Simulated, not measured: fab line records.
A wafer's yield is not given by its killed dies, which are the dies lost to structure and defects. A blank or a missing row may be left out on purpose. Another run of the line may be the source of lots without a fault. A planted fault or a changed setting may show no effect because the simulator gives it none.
Check for tools in common || flow sky130 || 13 lots and 39 wafers in the sample

== REASON IT WAS OPENED ==
SKY_LDD_LDN_TW_MEAS_13, reading LDD_LDN_TW: flagged on 2 of 13 lots. No-fault wafers: 1490, standard deviation 7.6.
Rule: a lot is flagged when every wafer of it that has a number lies more than 4 standard deviations from that mean, or none has a number. The rest of the lots are taken to be sound.

{"lot": "L493", "measured": "day 23 00:07", "on": "film-metro-01", "LDD_LDN_TW, wafer by wafer": "1484 1495 1486", "flag": ""}
{"lot": "L496", "measured": "day 24 03:25", "on": "film-metro-01", "LDD_LDN_TW, wafer by wafer": "1484 1487 1480", "flag": ""}
{"lot": "L497", "measured": "day 24 14:07", "on": "film-metro-04", "LDD_LDN_TW, wafer by wafer": "1478 1485 1482", "flag": ""}
{"lot": "L499", "measured": "day 25 14:01", "on": "film-metro-01", "LDD_LDN_TW, wafer by wafer": "1487 1479 1482", "flag": ""}
{"lot": "L500", "measured": "day 25 19:37", "on": "film-metro-04", "LDD_LDN_TW, wafer by wafer": "1495 1497 1493", "flag": ""}
{"lot": "L502", "measured": "day 26 06:34", "on": "film-metro-01", "LDD_LDN_TW, wafer by wafer": "1482 1482 1482", "flag": ""}
{"lot": "L503", "measured": "day 27 02:22", "on": "film-metro-04", "LDD_LDN_TW, wafer by wafer": "1500 1489 1484", "flag": ""}
{"lot": "L504", "measured": "day 27 11:47", "on": "film-metro-01", "LDD_LDN_TW, wafer by wafer": "1472 1482 1479", "flag": ""}
{"lot": "L505", "measured": "day 27 21:49", "on": "film-metro-02", "LDD_LDN_TW, wafer by wafer": "1496 1496 1493", "flag": ""}
{"lot": "L510", "measured": "day 29 06:34", "on": "film-metro-04", "LDD_LDN_TW, wafer by wafer": "1484 1493 1495", "flag": ""}
{"lot": "L507", "measured": "day 29 09:28", "on": "film-metro-01", "LDD_LDN_TW, wafer by wafer": "1488 1490 1480", "flag": ""}
{"lot": "L513", "measured": "day 29 23:11", "on": "film-metro-01", "LDD_LDN_TW, wafer by wafer": "1414 1404 1409", "flag": "FLAGGED"}
{"lot": "L516", "measured": "day 30 22:55", "on": "film-metro-01", "LDD_LDN_TW, wafer by wafer": "1401 1412 1413", "flag": "FLAGGED"}
The mean of the flagged lots' numbers is 1409, -81 from the usual (-11 standard deviations).

== EACH LOT AND THE TOOL IT RAN ON ==
The record keeps 1 process step preceding the reading, out of 708 steps on the route. Every cell lists first the tool, next ch and the chambers used by the sampled wafers, and last the start.
{"lot": "L493", "flag": "", "SKY_LDD_LDN_IMPLANT_08": "implanter-03 ch 0, day 22 23:26"}
{"lot": "L496", "flag": "", "SKY_LDD_LDN_IMPLANT_08": "implanter-03 ch 0, day 24 02:44"}
{"lot": "L497", "flag": "", "SKY_LDD_LDN_IMPLANT_08": "implanter-01 ch 0, day 24 13:26"}
{"lot": "L499", "flag": "", "SKY_LDD_LDN_IMPLANT_08": "implanter-01 ch 0, day 25 13:19"}
{"lot": "L500", "flag": "", "SKY_LDD_LDN_IMPLANT_08": "implanter-03 ch 0, day 25 18:55"}
{"lot": "L502", "flag": "", "SKY_LDD_LDN_IMPLANT_08": "implanter-02 ch 0, day 26 05:52"}
{"lot": "L503", "flag": "", "SKY_LDD_LDN_IMPLANT_08": "implanter-02 ch 0, day 27 01:40"}
{"lot": "L504", "flag": "", "SKY_LDD_LDN_IMPLANT_08": "implanter-03 ch 0, day 27 11:07"}
{"lot": "L505", "flag": "", "SKY_LDD_LDN_IMPLANT_08": "implanter-01 ch 0, day 27 21:07"}
{"lot": "L510", "flag": "", "SKY_LDD_LDN_IMPLANT_08": "implanter-02 ch 0, day 29 05:53"}
{"lot": "L507", "flag": "", "SKY_LDD_LDN_IMPLANT_08": "implanter-02 ch 0, day 29 08:46"}
{"lot": "L513", "flag": "FLAGGED", "SKY_LDD_LDN_IMPLANT_08": "implanter-02 ch 0, day 29 22:31"}
{"lot": "L516", "flag": "FLAGGED", "SKY_LDD_LDN_IMPLANT_08": "implanter-02 ch 0, day 30 22:14"}
What these steps do:
- SKY_LDD_LDN_IMPLANT_08
- SKY_LDD_LDN_TW_MEAS_13

== FLAGGED AGAINST TOTAL, ONE TOOL AT A TIME (gauges that did the reading follow at the end) ==
{"step": "SKY_LDD_LDN_IMPLANT_08", "tool": "implanter-01", "lots run": 3, "flagged": 0, "share of the flagged lots": "none", "sound lots run after its first flagged lot": "-"}
{"step": "SKY_LDD_LDN_IMPLANT_08", "tool": "implanter-02", "lots run": 6, "flagged": 2, "share of the flagged lots": "all", "sound lots run after its first flagged lot": 0}
{"step": "SKY_LDD_LDN_IMPLANT_08", "tool": "implanter-03", "lots run": 4, "flagged": 0, "share of the flagged lots": "none", "sound lots run after its first flagged lot": "-"}
{"step": "SKY_LDD_LDN_TW_MEAS_13", "tool": "film-metro-01", "lots run": 8, "flagged": 2, "share of the flagged lots": "all", "sound lots run after its first flagged lot": 0}
{"step": "SKY_LDD_LDN_TW_MEAS_13", "tool": "film-metro-02", "lots run": 1, "flagged": 0, "share of the flagged lots": "none", "sound lots run after its first flagged lot": "-"}
{"step": "SKY_LDD_LDN_TW_MEAS_13", "tool": "film-metro-04", "lots run": 4, "flagged": 0, "share of the flagged lots": "none", "sound lots run after its first flagged lot": "-"}

== WHAT THE TABLE PERMITS ==
implanter-02 at SKY_LDD_LDN_IMPLANT_08 and film-metro-01 at SKY_LDD_LDN_TW_MEAS_13 are the 2 rows of the table that ran each flagged lot.
- implanter-02 at SKY_LDD_LDN_IMPLANT_08: 2 of its 6 lots flagged. A fault beginning between L507 (day 29 08:46), its last sound lot, and L513 (day 29 22:31), its first flagged one, fits the data. Its own readings lie more than 4 standard deviations out on every wafer of the flagged lots: dose-ions-cm2, faraday-current-uA.
- film-metro-01 at SKY_LDD_LDN_TW_MEAS_13: 2 of its 8 lots flagged. A fault beginning between L507 (day 29 09:28), its last sound lot, and L513 (day 29 23:11), its first flagged one, fits the data.
Because each of these 2 tools fits a fault that began at some hour, counting lots does not separate them. More lots, or a look at what each step does to the wafer, might.

== WHAT THE SIMULATOR PUT IN ==
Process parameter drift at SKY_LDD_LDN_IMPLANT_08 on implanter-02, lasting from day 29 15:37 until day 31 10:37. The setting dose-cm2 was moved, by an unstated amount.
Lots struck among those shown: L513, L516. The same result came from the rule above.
